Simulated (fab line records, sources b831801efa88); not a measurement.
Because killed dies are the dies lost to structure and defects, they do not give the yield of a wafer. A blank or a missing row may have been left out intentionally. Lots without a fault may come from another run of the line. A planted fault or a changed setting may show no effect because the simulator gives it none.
What tool caused it? :: flow gf180mcu :: 13 lots, 39 wafers sampled, at 4 steps of a route of 602

WHAT THE GAUGES READ, wafer by wafer
GF_V2_THK_MEAS_01.
lot: L454
measured: day 20 05:29
on: film-metro-02
V2_CVD_00_THK (nm): 591 592 603

lot: L455
measured: day 20 07:47
on: film-metro-03
V2_CVD_00_THK (nm): 592 600 596

lot: L456
measured: day 20 13:28
on: film-metro-03
V2_CVD_00_THK (nm): 594 599 601

lot: L459
measured: day 22 00:36
on: film-metro-03
V2_CVD_00_THK (nm): 596 594 598

lot: L460
measured: day 22 12:27
on: film-metro-03
V2_CVD_00_THK (nm): 604 601 597

lot: L461
measured: day 22 14:31
on: film-metro-04
V2_CVD_00_THK (nm): 601 605 598

lot: L462
measured: day 22 23:23
on: film-metro-03
V2_CVD_00_THK (nm): 590 593 592

lot: L463
measured: day 22 22:57
on: film-metro-03
V2_CVD_00_THK (nm): 600 597 604

lot: L464
measured: day 23 12:43
on: film-metro-02
V2_CVD_00_THK (nm): 600 607 600

lot: L473
measured: day 26 04:29
on: film-metro-02
V2_CVD_00_THK (nm): 596 602 613

lot: L474
measured: day 26 12:06
on: film-metro-03
V2_CVD_00_THK (nm): 615 619 604

lot: L475
measured: day 26 17:22
on: film-metro-04
V2_CVD_00_THK (nm): 603 606 598

lot: L476
measured: day 26 23:35
on: film-metro-03
V2_CVD_00_THK (nm): 601 605 595

WHAT TOOL EACH LOT RAN ON (gives the tool, then ch and the chambers of the sampled wafers, and finally the start)
lot: L454
GF_CONTACT_SPUTTER_22: pvd-sputter-01, day 17 00:46
GF_V1_CVD_23: cvd-w-02 ch 0,1, day 19 03:32
GF_M2_METAL_ETCH_16: rie-metal-04 ch 0, day 20 04:40

lot: L455
GF_CONTACT_SPUTTER_22: pvd-sputter-01, day 17 03:29
GF_V1_CVD_23: cvd-w-02 ch 0,1, day 19 05:40
GF_M2_METAL_ETCH_16: rie-metal-02 ch 0, day 20 07:04

lot: L456
GF_CONTACT_SPUTTER_22: pvd-sputter-01, day 17 09:29
GF_V1_CVD_23: cvd-w-01 ch 0,1, day 19 11:26
GF_M2_METAL_ETCH_16: rie-metal-04 ch 0, day 20 12:38

lot: L459
GF_CONTACT_SPUTTER_22: pvd-sputter-02, day 18 18:34
GF_V1_CVD_23: cvd-w-01 ch 0,1, day 20 22:55
GF_M2_METAL_ETCH_16: rie-metal-02 ch 0,1, day 21 23:49

lot: L460
GF_CONTACT_SPUTTER_22: pvd-sputter-04, day 19 06:27
GF_V1_CVD_23: cvd-w-02 ch 0,1, day 21 10:47
GF_M2_METAL_ETCH_16: rie-metal-03 ch 0,1, day 22 11:41

lot: L461
GF_CONTACT_SPUTTER_22: pvd-sputter-02, day 19 10:38
GF_V1_CVD_23: cvd-w-01 ch 0,1, day 21 13:23
GF_M2_METAL_ETCH_16: rie-metal-02 ch 0,1, day 22 13:41

lot: L462
GF_CONTACT_SPUTTER_22: pvd-sputter-01, day 19 16:52
GF_V1_CVD_23: cvd-w-01 ch 0,1, day 21 21:44
GF_M2_METAL_ETCH_16: rie-metal-03 ch 1, day 22 22:32

lot: L463
GF_CONTACT_SPUTTER_22: pvd-sputter-01, day 19 18:29
GF_V1_CVD_23: cvd-w-02 ch 0,1, day 21 21:44
GF_M2_METAL_ETCH_16: rie-metal-02 ch 0,1, day 22 22:11

lot: L464
GF_CONTACT_SPUTTER_22: pvd-sputter-04, day 20 07:49
GF_V1_CVD_23: cvd-w-01 ch 0,1, day 22 12:08
GF_M2_METAL_ETCH_16: rie-metal-02 ch 0,1, day 23 12:00

lot: L473
GF_CONTACT_SPUTTER_22: pvd-sputter-02, day 23 05:21
GF_V1_CVD_23: cvd-w-01 ch 0,1, day 25 05:34
GF_M2_METAL_ETCH_16: rie-metal-02 ch 0,1, day 26 03:44

lot: L474
GF_CONTACT_SPUTTER_22: pvd-sputter-04, day 23 15:20
GF_V1_CVD_23: cvd-w-01 ch 0,1, day 25 14:02
GF_M2_METAL_ETCH_16: rie-metal-03 ch 0,1, day 26 11:20

lot: L475
GF_CONTACT_SPUTTER_22: pvd-sputter-02, day 23 20:01
GF_V1_CVD_23: cvd-w-02 ch 0,1, day 25 19:16
GF_M2_METAL_ETCH_16: rie-metal-02 ch 0,1, day 26 16:34

lot: L476
GF_CONTACT_SPUTTER_22: pvd-sputter-04, day 24 02:50
GF_V1_CVD_23: cvd-w-02 ch 0,1, day 26 01:53
GF_M2_METAL_ETCH_16: rie-metal-02 ch 0,1, day 26 22:51
- GF_CONTACT_SPUTTER_22: material Ti, target thk 15 nm, time 80.02 s.
- GF_V1_CVD_23: deposits W, target thk 350 nm, time 105.05 s.
- GF_M2_METAL_ETCH_16: etches the open film in Cl2/BCl3, stops on SiO2, target depth 627.5 nm, time 104.6 s.

WHAT THE TOOLS THEMSELVES READ (means of the sampled wafers that have a number; where no wafer has one, the mark that the record gives instead)
GF_CONTACT_SPUTTER_22.
lot: L454
tool: pvd-sputter-01
throttle-valve-pct (%): 29.0

lot: L455
tool: pvd-sputter-01
throttle-valve-pct (%): 29.0

lot: L456
tool: pvd-sputter-01
throttle-valve-pct (%): 28.8

lot: L459
tool: pvd-sputter-02
throttle-valve-pct (%): 31.5

lot: L460
tool: pvd-sputter-04
throttle-valve-pct (%): 30.3

lot: L461
tool: pvd-sputter-02
throttle-valve-pct (%): 31.2

lot: L462
tool: pvd-sputter-01
throttle-valve-pct (%): 30.2

lot: L463
tool: pvd-sputter-01
throttle-valve-pct (%): 28.9

lot: L464
tool: pvd-sputter-04
throttle-valve-pct (%): 30.0

lot: L473
tool: pvd-sputter-02
throttle-valve-pct (%): 30.4

lot: L474
tool: pvd-sputter-04
throttle-valve-pct (%): 30.7

lot: L475
tool: pvd-sputter-02
throttle-valve-pct (%): 30.7

lot: L476
tool: pvd-sputter-04
throttle-valve-pct (%): 30.2

GF_V1_CVD_23.
lot: L454
tool: cvd-w-02
chamber-pressure-Torr (Torr): 40.13
heater-power-w (W): 893

lot: L455
tool: cvd-w-02
chamber-pressure-Torr (Torr): 39.99
heater-power-w (W): 898

lot: L456
tool: cvd-w-01
chamber-pressure-Torr (Torr): 39.96
heater-power-w (W): 834

lot: L459
tool: cvd-w-01
chamber-pressure-Torr (Torr): 39.99
heater-power-w (W): 815

lot: L460
tool: cvd-w-02
chamber-pressure-Torr (Torr): 40.03
heater-power-w (W): 891

lot: L461
tool: cvd-w-01
chamber-pressure-Torr (Torr): 39.96
heater-power-w (W): 831

lot: L462
tool: cvd-w-01
chamber-pressure-Torr (Torr): 39.95
heater-power-w (W): 824

lot: L463
tool: cvd-w-02
chamber-pressure-Torr (Torr): 39.97
heater-power-w (W): 900

lot: L464
tool: cvd-w-01
chamber-pressure-Torr (Torr): 40.31
heater-power-w (W): 842

lot: L473
tool: cvd-w-01
chamber-pressure-Torr (Torr): 40.02
heater-power-w (W): 812

lot: L474
tool: cvd-w-01
chamber-pressure-Torr (Torr): 39.99
heater-power-w (W): 821

lot: L475
tool: cvd-w-02
chamber-pressure-Torr (Torr): 40.06
heater-power-w (W): 880

lot: L476
tool: cvd-w-02
chamber-pressure-Torr (Torr): 40.02
heater-power-w (W): 897

GF_M2_METAL_ETCH_16.
lot: L454
tool: rie-metal-04
drypump-motor-current-A (A): 5.38
oes-product-au (a.u.): 0.973
throttle-valve-pct (%): 28.258

lot: L455
tool: rie-metal-02
drypump-motor-current-A (A): 5.20
oes-product-au (a.u.): 0.968
throttle-valve-pct (%): 28.265

lot: L456
tool: rie-metal-04
drypump-motor-current-A (A): 5.39
oes-product-au (a.u.): 0.972
throttle-valve-pct (%): 28.248

lot: L459
tool: rie-metal-02
drypump-motor-current-A (A): 5.38
oes-product-au (a.u.): 0.965
throttle-valve-pct (%): 28.267

lot: L460
tool: rie-metal-03
drypump-motor-current-A (A): 5.62
oes-product-au (a.u.): 0.975
throttle-valve-pct (%): 28.238

lot: L461
tool: rie-metal-02
drypump-motor-current-A (A): 5.36
oes-product-au (a.u.): 0.980
throttle-valve-pct (%): 28.235

lot: L462
tool: rie-metal-03
drypump-motor-current-A (A): 5.77
oes-product-au (a.u.): 0.977
throttle-valve-pct (%): 28.255

lot: L463
tool: rie-metal-02
drypump-motor-current-A (A): 5.52
oes-product-au (a.u.): 0.981
throttle-valve-pct (%): 28.235

lot: L464
tool: rie-metal-02
drypump-motor-current-A (A): 5.37
oes-product-au (a.u.): 0.961
throttle-valve-pct (%): 28.256

lot: L473
tool: rie-metal-02
drypump-motor-current-A (A): 5.37
oes-product-au (a.u.): 0.976
throttle-valve-pct (%): 28.252

lot: L474
tool: rie-metal-03
drypump-motor-current-A (A): 5.51
oes-product-au (a.u.): 0.978
throttle-valve-pct (%): 28.234

lot: L475
tool: rie-metal-02
drypump-motor-current-A (A): 5.38
oes-product-au (a.u.): 0.968
throttle-valve-pct (%): 28.257

lot: L476
tool: rie-metal-02
drypump-motor-current-A (A): 5.37
oes-product-au (a.u.): 0.957
throttle-valve-pct (%): 28.265

THE ANSWER, worked out from the rows above alone
Rule: usual is defined by the lots themselves. Put in order of their means at a reading, lots are off if they are a third of the lots or fewer, leave a main group of 4 or more, and stand apart from it by a gap of 3 or more times the standard deviation of the main group's means; of several such gaps the widest counts. If all means in a main group match to the digits the tables above print for the reading, that group is not used. A lot without any number at a reading at which 4 lots or more have one is off too. The other lots that the step has rows for count as sound. The gauges are gone through in route order, then the tools' own readings, and for those a lot's mean is taken as printed above. The first step at which some lot is off is used, and at that step the reading that is off furthest; a lot without a number counts as furthest.
Off: L464 (GF_V1_CVD_23, chamber-pressure-Torr). Main group: mean 40.01 Torr, sd 0.049.
If a tool, at that step or one of the process steps before it, ran each lot that is off and ran no sound lot following the first of them, it fits. No candidate that was tried fits.

WHAT WAS PUT IN BY THE SIMULATOR
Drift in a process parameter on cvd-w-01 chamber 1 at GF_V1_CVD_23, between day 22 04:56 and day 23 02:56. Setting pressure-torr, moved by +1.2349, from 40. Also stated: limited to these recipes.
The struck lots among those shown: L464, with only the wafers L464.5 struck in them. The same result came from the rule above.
